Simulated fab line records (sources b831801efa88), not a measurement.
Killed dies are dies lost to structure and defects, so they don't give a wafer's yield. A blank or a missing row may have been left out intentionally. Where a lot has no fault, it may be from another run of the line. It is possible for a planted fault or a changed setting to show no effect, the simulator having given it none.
Chamber matching :: flow gf180mcu :: GF_V1_CMP_26 on cmp-01 has 4 sister chambers
The step polishes, stops on SiO2, t overpolish 15 s, target thk 0 nm. 4 wafers are shown with their chamber, then 7 later ones without.

## WAFERS PAIRED WITH THEIR CHAMBERS
wafer: L759.5
chamber: 0
motor-current-A (A): 9.6

wafer: L759.6
chamber: 1
motor-current-A (A): 11.9

wafer: L764.1
chamber: 2
motor-current-A (A): 10.4

wafer: L764.2
chamber: 3
motor-current-A (A): 10.1

## WAFERS WITH NO CHAMBER GIVEN
wafer: L764.4
motor-current-A (A): 11.8

wafer: L768.2
motor-current-A (A): 11.8

wafer: L768.4
motor-current-A (A): 9.5

wafer: L768.5
motor-current-A (A): 10.0

wafer: L772.1
motor-current-A (A): 9.7

wafer: L772.2
motor-current-A (A): 10.3

wafer: L772.3
motor-current-A (A): 10.1

## THE CHAMBER EACH PASSED THROUGH
wafer: L764.4
from the rows above: 1
in truth: 1

wafer: L768.2
from the rows above: 1
in truth: 1

wafer: L768.4
from the rows above: 0
in truth: 0

wafer: L768.5
from the rows above: 3
in truth: 3

wafer: L772.1
from the rows above: 0
in truth: 0

wafer: L772.2
from the rows above: can't be placed: 2 or 3
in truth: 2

wafer: L772.3
from the rows above: 3
in truth: 3
Correct placement for 6 of the 7. From these rows, 1 cannot be placed; in 1 the true chamber is one of the candidates. Placed wrongly: 0.
How it was worked out, from the rows above alone: a wafer's distance from a chamber is the root of the sum, over the readings, of the square of ((its reading less the chamber's mean) divided by the reading's scatter). If the next closest chamber is less than 2 further off than the closest, the wafer can't be placed; otherwise it belongs to the closest. The mean given for a chamber averages the wafers shown for that chamber. The scatter: root of mean squared gap, hidden wafer to nearest shown wafer, with one shown wafer a chamber.
